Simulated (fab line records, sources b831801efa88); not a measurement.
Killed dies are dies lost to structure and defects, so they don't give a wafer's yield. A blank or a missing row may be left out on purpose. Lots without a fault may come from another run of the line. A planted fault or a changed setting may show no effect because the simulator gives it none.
Chamber matching | flow gf180mcu | GF_CONTACT_CMP_27 on cmp-02: 4 sister chambers
The step polishes, stops on SiO2, t overpolish 15 s, target thk 0 nm. 18 wafers are shown with their chamber, then 9 later ones without.

WAFERS WITH THEIR CHAMBER
wafer  | chamber | motor_current_A (A) | time_to_endpoint_s (s) | overpolish_run_s (s)
L784.1 | 1       | 11.1                | 71                     | 14.998
L784.3 | 3       | 12.0                | 74                     | 14.995
L784.6 | 3       | 12.4                | 71                     | 14.993
L788.2 | 1       | 11.3                | 70                     | 15.009
L788.3 | 0       | 8.9                 | 76                     | 14.992
L788.5 | 2       | 11.7                | 81                     | 14.999
L789.3 | 2       | 11.3                | 78                     | 14.996
L789.4 | 3       | 11.5                | 74                     | 14.993
L789.5 | 0       | 8.6                 | 73                     | 15.002
L797.1 | 3       | 11.1                | 72                     | 15.004
L797.3 | 1       | 11.2                | 72                     | 15.007
L797.6 | 0       | 8.9                 | 74                     | 14.996
L799.2 | 3       | 12.2                | 74                     | 15.012
L799.3 | 0       | 8.8                 | 74                     | 14.992
L799.4 | 2       | 11.1                | 78                     | 14.999
L800.1 | 1       | 11.5                | 71                     | 14.995
L800.2 | 3       | 11.9                | 75                     | 15.007
L800.3 | 2       | 11.3                | 75                     | 15.003

SIGNATURES (means of the wafers above)
reading            | chamber 0 | chamber 1 | chamber 2 | chamber 3 | scatter within a chamber
motor_current_A    | 8.800     | 11.275    | 11.350    | 11.850    | 0.324
time_to_endpoint_s | 74.25     | 71.00     | 78.00     | 73.33     | 1.61
overpolish_run_s   | 14.99550  | 15.00225  | 14.99925  | 15.00067  | 0.00632
Rule: a wafer's distance from a chamber is the root of the sum, over the readings, of the square of ((its reading less the chamber's mean) divided by the reading's scatter). The wafer belongs to the nearest chamber; if the next one is less than 2 further off, it can't be placed. The scatter: the root of (the sum of the squares of (reading less its chamber's mean) over the shown wafers, divided by (wafers less chambers)).

WAFERS WITHOUT THEIR CHAMBER
wafer  | motor_current_A (A) | time_to_endpoint_s (s) | overpolish_run_s (s)
L802.4 | 8.2                 | 69                     | 15.016
L802.5 | 11.0                | 71                     | 15.004
L802.6 | 11.4                | 64                     | 15.001
L806.2 | 11.6                | 74                     | 15.003
L806.4 | 10.8                | 73                     | 14.997
L806.6 | 11.9                | 69                     | 15.007
L807.1 | 11.5                | 69                     | 15.005
L807.5 | 11.8                | 71                     | 14.997
L807.6 | 12.0                | 73                     | 14.988

WHICH CHAMBER EACH WENT THROUGH
wafer  | from the rows above          | in truth
L802.4 | 0                            | 0
L802.5 | 1                            | 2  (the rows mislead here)
L802.6 | can't be placed: 1 or 3      | 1
L806.2 | can't be placed: 3 or 1 or 2 | 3
L806.4 | can't be placed: 1 or 3 or 2 | 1
L806.6 | can't be placed: 1 or 3      | 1
L807.1 | can't be placed: 1 or 3      | 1
L807.5 | can't be placed: 3 or 1      | 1
L807.6 | can't be placed: 3 or 1      | 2
Placed correctly: 1 of 9. Can't be placed from these rows: 7 (the true chamber is among the candidates in 6). Placed wrongly: 1.
